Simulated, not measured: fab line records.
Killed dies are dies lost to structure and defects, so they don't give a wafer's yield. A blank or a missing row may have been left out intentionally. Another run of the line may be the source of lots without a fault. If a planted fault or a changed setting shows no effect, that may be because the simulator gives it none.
Struck lot and sound lot, side by side / flow sky130 / 15 steps out of a route of 708
Sound: these wafers, L982.2, L982.4, L982.5. Struck: wafer L990.3 (L990.4, L990.6, from the same lot, were not struck and are left out); the cause is given at the end.
At each step with rows: each side's tool, then ch and its chambers, then its first start. Under that, the readings that differ: sound wafers / struck wafers / difference of the means / sigmas: that difference in standard deviations of wafers without a fault.
alike: readings whose means differ by less than 2 such deviations, and words and numbers that are the same on both sides. not compared: withheld readings, readings that some wafer has no value for, bounds like >300 that may hide the same value, and numbers for which the record gives no deviation and whose values overlap.
The two part at a step that has a row with sigmas, a row that says differs or no value, or rows on one side only. When numbers do not overlap yet have no deviation, they are printed without sigmas and do not part them. Lack of a reading on every wafer of one side parts them only where that side has two or more wafers.

SKY_VIA3_STRIP_16: strips in O2/N2.
  sound on plasma-asher-04 ch 0,1, day 40 03:08; struck on plasma-asher-02 ch 0, day 42 14:14
reading=oes-product-au (a.u.); sound=0.400 0.405 0.406; struck=0.393; difference=-0.011; sigmas=-2
  alike: drypump-motor-current-A, strip-time-to-endpoint-s
  not compared: rf-hours-counter-h
then, 3 steps without rows for these wafers: SKY_VIA3_STRIP_17 (strips in post etch residue remover, time 1200 s); SKY_VIA3_CLEAN_18 (cleans in IPA, time 180 s); SKY_VIA3_CLEAN_19 (cleans in O3/DIW).
SKY_VIA3_SPUTTER_20: material TiN, target thk 20 nm, time 80 s.
  sound: pvd-sputter-04 at day 40 03:44; struck: pvd-sputter-04 at day 42 14:47
  alike: cathode-dc-power-W, throttle-valve-pct
then, 1 step without rows for these wafers: SKY_VIA3_CVD_21 (deposits W, target thk 390 nm, time 117.31 s).
SKY_VIA3_RS_MEAS_22: measures by four-point-probe.
  sound: film-metro-04 at day 40 03:56; struck: film-metro-01 at day 42 15:01
  alike: VIA3_W_RS
SKY_VIA3_THK_MEAS_23: measures by xrf.
  sound: film-metro-04 at day 40 04:03; struck: film-metro-01 at day 42 15:07
  alike: VIA3_W_THK
SKY_VIA3_CMP_24: polishes, stops on SiO2, t overpolish 20 s, target thk 0 nm.
  sound on cmp-01 ch 1,2, day 40 04:06; struck on cmp-02 ch 1, day 42 15:09
  alike: motor-current-A, overpolish-run-s, platen-rpm, time-to-endpoint-s
then, 1 step without rows for these wafers: SKY_METAL4_SPUTTER_00 (material Ti, target thk 15 nm, time 10 s).
SKY_METAL4_SPUTTER_01: material TiN, target thk 20 nm, time 16.7 s.
  sound: pvd-sputter-03 at day 40 04:25; struck: pvd-sputter-04 at day 42 15:28
  alike: cathode-dc-power-W, throttle-valve-pct
then, 1 step without rows for these wafers: SKY_METAL4_SPUTTER_02 (material AlCu, target thk 735 nm, time 39.1 s).
SKY_METAL4_SPUTTER_03: material Ti, target thk 5 nm, time 3.3 s.
  sound: pvd-sputter-03 at day 40 04:29; struck: pvd-sputter-04 at day 42 15:32
reading=cathode-dc-power-W (W); sound=3000.2 3000.4 2999.9; struck=3421.3; difference=+421.1; sigmas=+99 or more
reading=model.Ti_of_METAL4_SPUTTER_03.thk-nm (nm); sound=5.115 5.086 5.09; struck=5.71; difference=+0.61; sigmas=
  alike: throttle-valve-pct
SKY_METAL4_SPUTTER_04: material TiN, target thk 70 nm, time 58.3 s.
  sound: pvd-sputter-03 at day 40 04:31; struck: pvd-sputter-04 at day 42 15:34
  alike: cathode-dc-power-W, throttle-valve-pct
after that, 1 step had no rows for these wafers: SKY_PAD_OPEN_PROBE_99.

== WHERE THEY PART ==
First at SKY_VIA3_STRIP_16; last, within this record, at SKY_METAL4_SPUTTER_03. Later steps at which nothing parts them and some readings are alike: SKY_METAL4_SPUTTER_04.

WHY: whatever the simulator had introduced
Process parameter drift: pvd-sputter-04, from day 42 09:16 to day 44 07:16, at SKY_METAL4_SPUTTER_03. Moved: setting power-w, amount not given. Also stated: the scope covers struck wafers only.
